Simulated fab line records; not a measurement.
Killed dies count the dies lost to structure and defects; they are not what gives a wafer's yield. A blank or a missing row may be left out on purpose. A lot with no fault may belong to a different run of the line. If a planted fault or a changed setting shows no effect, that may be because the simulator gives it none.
Which tool was responsible? :: flow gf180mcu :: Sampling: 10 lots, 30 wafers, 7 of 602 route steps

## WHAT THE GAUGES READ, wafer by wafer
GF_HV_LDD_CD_MEAS_19: target cd 400 nm.
lot: L424
measured: day 11 16:51
on: cdSem-01
cdNm (nm): 401.3 400.3 401.7

lot: L429
measured: day 13 06:34
on: cdSem-02
cdNm (nm): 400.7 401.9 399.5

lot: L430
measured: day 13 12:34
on: cdSem-01
cdNm (nm): 400.6 398.8 397.6

lot: L432
measured: day 14 06:08
on: cdSem-02
cdNm (nm): 398.0 397.8 398.1

lot: L433
measured: day 14 16:51
on: cdSem-02
cdNm (nm): 400.7 398.8 401.2

lot: L434
measured: day 15 05:28
on: cdSem-01
cdNm (nm): 397.5 397.3 393.2

lot: L437
measured: day 16 00:37
on: cdSem-02
cdNm (nm): 399.5 400.1 401.1

lot: L442
measured: day 17 10:07
on: cdSem-01
cdNm (nm): 401.9 400.5 400.1

lot: L443
measured: day 17 13:42
on: cdSem-02
cdNm (nm): 398.2 399.3 397.2

lot: L444
measured: day 18 00:18
on: cdSem-02
cdNm (nm): 401.6 402.9 400.7

GF_PSD_TW_MEAS_11.
lot: L424
measured: day 15 06:27
on: filmMetro-02
PSD_TW: 3164 3167 3166

lot: L429
measured: day 17 02:34
on: filmMetro-01
PSD_TW: 3125 3136 3124

lot: L430
measured: day 17 08:08
on: filmMetro-02
PSD_TW: 3181 3185 3176

lot: L432
measured: day 18 02:43
on: filmMetro-01
PSD_TW: 3147 3124 3136

lot: L433
measured: day 18 14:45
on: filmMetro-01
PSD_TW: 3143 3118 3123

lot: L434
measured: day 19 04:41
on: filmMetro-02
PSD_TW: 3184 3171 3173

lot: L437
measured: day 20 02:13
on: filmMetro-01
PSD_TW: 3112 3137 3115

lot: L442
measured: day 21 14:28
on: filmMetro-01
PSD_TW: 2024 2039 2029

lot: L443
measured: day 21 17:52
on: filmMetro-04
PSD_TW: 2072 2077 2089

lot: L444
measured: day 22 04:49
on: filmMetro-04
PSD_TW: 3176 3184 3197

GF_PSD_RS_MEAS_15: the measuring method here is four-point-probe.
lot: L424
measured: day 15 06:46
on: filmMetro-01
PSD_RS (ohm/sq): 108.61 108.66 108.95

lot: L429
measured: day 17 02:52
on: filmMetro-01
PSD_RS (ohm/sq): 109.39 108.98 108.90

lot: L430
measured: day 17 08:28
on: filmMetro-04
PSD_RS (ohm/sq): 107.92 108.13 108.30

lot: L432
measured: day 18 03:02
on: filmMetro-04
PSD_RS (ohm/sq): 108.23 108.67 108.07

lot: L433
measured: day 18 15:09
on: filmMetro-04
PSD_RS (ohm/sq): 108.86 108.87 108.66

lot: L434
measured: day 19 05:00
on: filmMetro-02
PSD_RS (ohm/sq): 108.26 108.15 108.44

lot: L437
measured: day 20 02:32
on: filmMetro-04
PSD_RS (ohm/sq): 108.11 108.07 108.08

lot: L442
measured: day 21 14:47
on: filmMetro-04
PSD_RS (ohm/sq): 371.20 363.91 363.96

lot: L443
measured: day 21 18:11
on: filmMetro-02
PSD_RS (ohm/sq): 367.87 366.85 363.35

lot: L444
measured: day 22 05:07
on: filmMetro-02
PSD_RS (ohm/sq): 108.10 108.28 107.93

## EACH LOT AND THE TOOL THAT RAN IT (in order: tool; ch and the chambers of the sampled wafers; start)
lot: L424
GF_HV_LDD_STRIP_22: plasmaAsher-04 ch 0,1, day 11 17:10
GF_PSD_IMPLANT_09: implanter-01 ch 0, day 15 06:12
GF_PSD_STRIP_10: plasmaAsher-01 ch 0,1, day 15 06:21
GF_PSD_RTA_13: rtpAnneal-01 ch 0, day 15 06:34

lot: L429
GF_HV_LDD_STRIP_22: plasmaAsher-04 ch 0,1, day 13 06:53
GF_PSD_IMPLANT_09: implanter-04 ch 0, day 17 02:19
GF_PSD_STRIP_10: plasmaAsher-01 ch 0,1, day 17 02:28
GF_PSD_RTA_13: rtpAnneal-02 ch 0, day 17 02:40

lot: L430
GF_HV_LDD_STRIP_22: plasmaAsher-02 ch 0,1, day 13 12:52
GF_PSD_IMPLANT_09: implanter-02 ch 0, day 17 07:54
GF_PSD_STRIP_10: plasmaAsher-01 ch 0,1, day 17 08:01
GF_PSD_RTA_13: rtpAnneal-02 ch 0, day 17 08:15

lot: L432
GF_HV_LDD_STRIP_22: plasmaAsher-03 ch 0,1, day 14 06:26
GF_PSD_IMPLANT_09: implanter-01 ch 0, day 18 02:29
GF_PSD_STRIP_10: plasmaAsher-04 ch 0,1, day 18 02:36
GF_PSD_RTA_13: rtpAnneal-01 ch 0, day 18 02:50

lot: L433
GF_HV_LDD_STRIP_22: plasmaAsher-03 ch 1, day 14 17:09
GF_PSD_IMPLANT_09: implanter-01 ch 0, day 18 14:30
GF_PSD_STRIP_10: plasmaAsher-02 ch 0,1, day 18 14:39
GF_PSD_RTA_13: rtpAnneal-01 ch 0, day 18 14:52

lot: L434
GF_HV_LDD_STRIP_22: plasmaAsher-03 ch 0,1, day 15 05:45
GF_PSD_IMPLANT_09: implanter-01 ch 0, day 19 04:27
GF_PSD_STRIP_10: plasmaAsher-04 ch 0,1, day 19 04:34
GF_PSD_RTA_13: rtpAnneal-02 ch 0, day 19 04:47

lot: L437
GF_HV_LDD_STRIP_22: plasmaAsher-03 ch 0,1, day 16 00:56
GF_PSD_IMPLANT_09: implanter-02 ch 0, day 20 01:58
GF_PSD_STRIP_10: plasmaAsher-01 ch 0,1, day 20 02:07
GF_PSD_RTA_13: rtpAnneal-02 ch 0, day 20 02:20

lot: L442
GF_HV_LDD_STRIP_22: plasmaAsher-02 ch 0,1, day 17 10:25
GF_PSD_IMPLANT_09: implanter-02 ch 0, day 21 14:14
GF_PSD_STRIP_10: plasmaAsher-02 ch 0,1, day 21 14:21
GF_PSD_RTA_13: rtpAnneal-02 ch 0, day 21 14:35

lot: L443
GF_HV_LDD_STRIP_22: plasmaAsher-02 ch 0,1, day 17 14:01
GF_PSD_IMPLANT_09: implanter-02 ch 0, day 21 17:37
GF_PSD_STRIP_10: plasmaAsher-04 ch 0,1, day 21 17:46
GF_PSD_RTA_13: rtpAnneal-01 ch 0, day 21 17:59

lot: L444
GF_HV_LDD_STRIP_22: plasmaAsher-03 ch 0,1, day 18 00:36
GF_PSD_IMPLANT_09: implanter-01 ch 0, day 22 04:34
GF_PSD_STRIP_10: plasmaAsher-02 ch 0,1, day 22 04:43
GF_PSD_RTA_13: rtpAnneal-02 ch 0, day 22 04:55
- GF_HV_LDD_STRIP_22: strips in O2/N2.
- GF_PSD_IMPLANT_09
- GF_PSD_STRIP_10: strips in O2/N2.
- GF_PSD_RTA_13: time 20 s.

## WHAT THE TOOLS THEMSELVES READ (means of the sampled wafers that have a number; where no wafer has one, the mark that the record gives instead)
GF_HV_LDD_STRIP_22.
lot: L424
tool: plasmaAsher-04
drypumpMotorCurrentA (A): 5.9
heaterPowerW (W): 299
oesProductAu (a.u.): 0.712
stripTimeToEndpointS (s): 12.56

lot: L429
tool: plasmaAsher-04
drypumpMotorCurrentA (A): 5.9
heaterPowerW (W): 298
oesProductAu (a.u.): 0.718
stripTimeToEndpointS (s): 12.61

lot: L430
tool: plasmaAsher-02
drypumpMotorCurrentA (A): 5.8
heaterPowerW (W): 286
oesProductAu (a.u.): 0.716
stripTimeToEndpointS (s): 12.58

lot: L432
tool: plasmaAsher-03
drypumpMotorCurrentA (A): 5.4
heaterPowerW (W): 351
oesProductAu (a.u.): 0.713
stripTimeToEndpointS (s): 12.62

lot: L433
tool: plasmaAsher-03
drypumpMotorCurrentA (A): 6.0
heaterPowerW (W): 326
oesProductAu (a.u.): 0.714
stripTimeToEndpointS (s): 12.58

lot: L434
tool: plasmaAsher-03
drypumpMotorCurrentA (A): 5.7
heaterPowerW (W): 336
oesProductAu (a.u.): 0.719
stripTimeToEndpointS (s): 12.61

lot: L437
tool: plasmaAsher-03
drypumpMotorCurrentA (A): 5.7
heaterPowerW (W): 337
oesProductAu (a.u.): 0.716
stripTimeToEndpointS (s): 12.59

lot: L442
tool: plasmaAsher-02
drypumpMotorCurrentA (A): 5.7
heaterPowerW (W): 287
oesProductAu (a.u.): 0.720
stripTimeToEndpointS (s): 12.66

lot: L443
tool: plasmaAsher-02
drypumpMotorCurrentA (A): 5.8
heaterPowerW (W): 288
oesProductAu (a.u.): 0.720
stripTimeToEndpointS (s): 12.64

lot: L444
tool: plasmaAsher-03
drypumpMotorCurrentA (A): 5.7
heaterPowerW (W): 347
oesProductAu (a.u.): 0.715
stripTimeToEndpointS (s): 12.58

GF_PSD_IMPLANT_09.
lot: L424
tool: implanter-01
beamEnergyKeV: 39.992
beamOnS (s): 10.07
doseIonsCm2: 1.4989e+15
endStationPressureTorr (Torr): 1.20e-05
faradayCurrentUA: 8192

lot: L429
tool: implanter-04
beamEnergyKeV: 40.000
beamOnS (s): 10.22
doseIonsCm2: 1.5014e+15
endStationPressureTorr (Torr): 1.16e-05
faradayCurrentUA: 8061

lot: L430
tool: implanter-02
beamEnergyKeV: 39.998
beamOnS (s): 10.02
doseIonsCm2: 1.4995e+15
endStationPressureTorr (Torr): 1.14e-05
faradayCurrentUA: 8234

lot: L432
tool: implanter-01
beamEnergyKeV: 39.990
beamOnS (s): 10.16
doseIonsCm2: 1.5007e+15
endStationPressureTorr (Torr): 1.16e-05
faradayCurrentUA: 8128

lot: L433
tool: implanter-01
beamEnergyKeV: 40.015
beamOnS (s): 9.91
doseIonsCm2: 1.5009e+15
endStationPressureTorr (Torr): 1.14e-05
faradayCurrentUA: 8333

lot: L434
tool: implanter-01
beamEnergyKeV: 39.984
beamOnS (s): 10.13
doseIonsCm2: 1.5006e+15
endStationPressureTorr (Torr): 1.14e-05
faradayCurrentUA: 8146

lot: L437
tool: implanter-02
beamEnergyKeV: 39.996
beamOnS (s): 9.98
doseIonsCm2: 1.4999e+15
endStationPressureTorr (Torr): 1.15e-05
faradayCurrentUA: 8304

lot: L442
tool: implanter-02
beamEnergyKeV: 40.011
beamOnS (s): 9.77
doseIonsCm2: 2.8680e+14
endStationPressureTorr (Torr): 6.20e-06
faradayCurrentUA: 1641

lot: L443
tool: implanter-02
beamEnergyKeV: 39.998
beamOnS (s): 9.87
doseIonsCm2: 2.8707e+14
endStationPressureTorr (Torr): 6.67e-06
faradayCurrentUA: 1625

lot: L444
tool: implanter-01
beamEnergyKeV: 40.013
beamOnS (s): 10.26
doseIonsCm2: 1.5004e+15
endStationPressureTorr (Torr): 1.19e-05
faradayCurrentUA: 8041

GF_PSD_STRIP_10.
lot: L424
tool: plasmaAsher-01
drypumpMotorCurrentA (A): 5.6
heaterPowerW (W): 341
oesProductAu (a.u.): 0.588
stripTimeToEndpointS (s): 16.45

lot: L429
tool: plasmaAsher-01
drypumpMotorCurrentA (A): 5.4
heaterPowerW (W): 343
oesProductAu (a.u.): 0.596
stripTimeToEndpointS (s): 16.54

lot: L430
tool: plasmaAsher-01
drypumpMotorCurrentA (A): 5.6
heaterPowerW (W): 339
oesProductAu (a.u.): 0.593
stripTimeToEndpointS (s): 16.54

lot: L432
tool: plasmaAsher-04
drypumpMotorCurrentA (A): 5.9
heaterPowerW (W): 299
oesProductAu (a.u.): 0.589
stripTimeToEndpointS (s): 16.58

lot: L433
tool: plasmaAsher-02
drypumpMotorCurrentA (A): 5.7
heaterPowerW (W): 284
oesProductAu (a.u.): 0.590
stripTimeToEndpointS (s): 16.53

lot: L434
tool: plasmaAsher-04
drypumpMotorCurrentA (A): 6.3
heaterPowerW (W): 302
oesProductAu (a.u.): 0.590
stripTimeToEndpointS (s): 16.51

lot: L437
tool: plasmaAsher-01
drypumpMotorCurrentA (A): 5.4
heaterPowerW (W): 342
oesProductAu (a.u.): 0.590
stripTimeToEndpointS (s): 16.49

lot: L442
tool: plasmaAsher-02
drypumpMotorCurrentA (A): 5.8
heaterPowerW (W): 286
oesProductAu (a.u.): 0.713
stripTimeToEndpointS (s): 12.63

lot: L443
tool: plasmaAsher-04
drypumpMotorCurrentA (A): 6.3
heaterPowerW (W): 305
oesProductAu (a.u.): 0.709
stripTimeToEndpointS (s): 12.62

lot: L444
tool: plasmaAsher-02
drypumpMotorCurrentA (A): 5.7
heaterPowerW (W): 289
oesProductAu (a.u.): 0.590
stripTimeToEndpointS (s): 16.52

GF_PSD_RTA_13.
lot: L424
tool: rtpAnneal-01
lampPowerPct (%): 31.6
wafer_temp_C_max: 1032.2

lot: L429
tool: rtpAnneal-02
lampPowerPct (%): 37.0
wafer_temp_C_max: 1029.9

lot: L430
tool: rtpAnneal-02
lampPowerPct (%): 37.0
wafer_temp_C_max: 1031.3

lot: L432
tool: rtpAnneal-01
lampPowerPct (%): 31.7
wafer_temp_C_max: 1032.7

lot: L433
tool: rtpAnneal-01
lampPowerPct (%): 31.7
wafer_temp_C_max: 1030.6

lot: L434
tool: rtpAnneal-02
lampPowerPct (%): 37.0
wafer_temp_C_max: 1029.9

lot: L437
tool: rtpAnneal-02
lampPowerPct (%): 37.0
wafer_temp_C_max: 1031.4

lot: L442
tool: rtpAnneal-02
lampPowerPct (%): 37.0
wafer_temp_C_max: 1029.0

lot: L443
tool: rtpAnneal-01
lampPowerPct (%): 31.6
wafer_temp_C_max: 1032.5

lot: L444
tool: rtpAnneal-02
lampPowerPct (%): 37.0
wafer_temp_C_max: 1029.7

## THE ANSWER, worked out from the rows above alone
Rule: the lots themselves supply what counts as usual. Put in order of their means at a reading, lots are off if they are a third of the lots or fewer, leave a main group of 4 or more, and stand apart from it by a gap of 3 or more times the standard deviation of the main group's means; of several such gaps the widest counts. A main group is skipped when, at the precision printed for the reading in the tables above, its means are all equal. Also off: a lot with no number at a reading for which 4 or more lots have one. Any other lot the step has rows for is counted as sound. Order of review: gauges by route order, followed by the tools' own readings, for which a lot's mean as printed above is used. At the first step where some lot is off, the reading lying furthest off is the one used; lots without a number count as furthest.
Off: L442, L443, seen at GF_PSD_TW_MEAS_11 (PSD_TW). For the main group the mean is 3153 and the standard deviation 25.
If a tool, at a process step before that reading, ran all the lots that are off and no sound lot after the first of them, it fits. Not tried: the gauges at GF_PSD_TW_MEAS_11; whatever is off there is also off at GF_PSD_IMPLANT_09, on other tools, and gauge error can't account for it. 2 tools fit, plasmaAsher-02 at GF_HV_LDD_STRIP_22 and implanter-02 at GF_PSD_IMPLANT_09, so this cannot tell which one it is.

## WHAT WAS PUT IN BY THE SIMULATOR
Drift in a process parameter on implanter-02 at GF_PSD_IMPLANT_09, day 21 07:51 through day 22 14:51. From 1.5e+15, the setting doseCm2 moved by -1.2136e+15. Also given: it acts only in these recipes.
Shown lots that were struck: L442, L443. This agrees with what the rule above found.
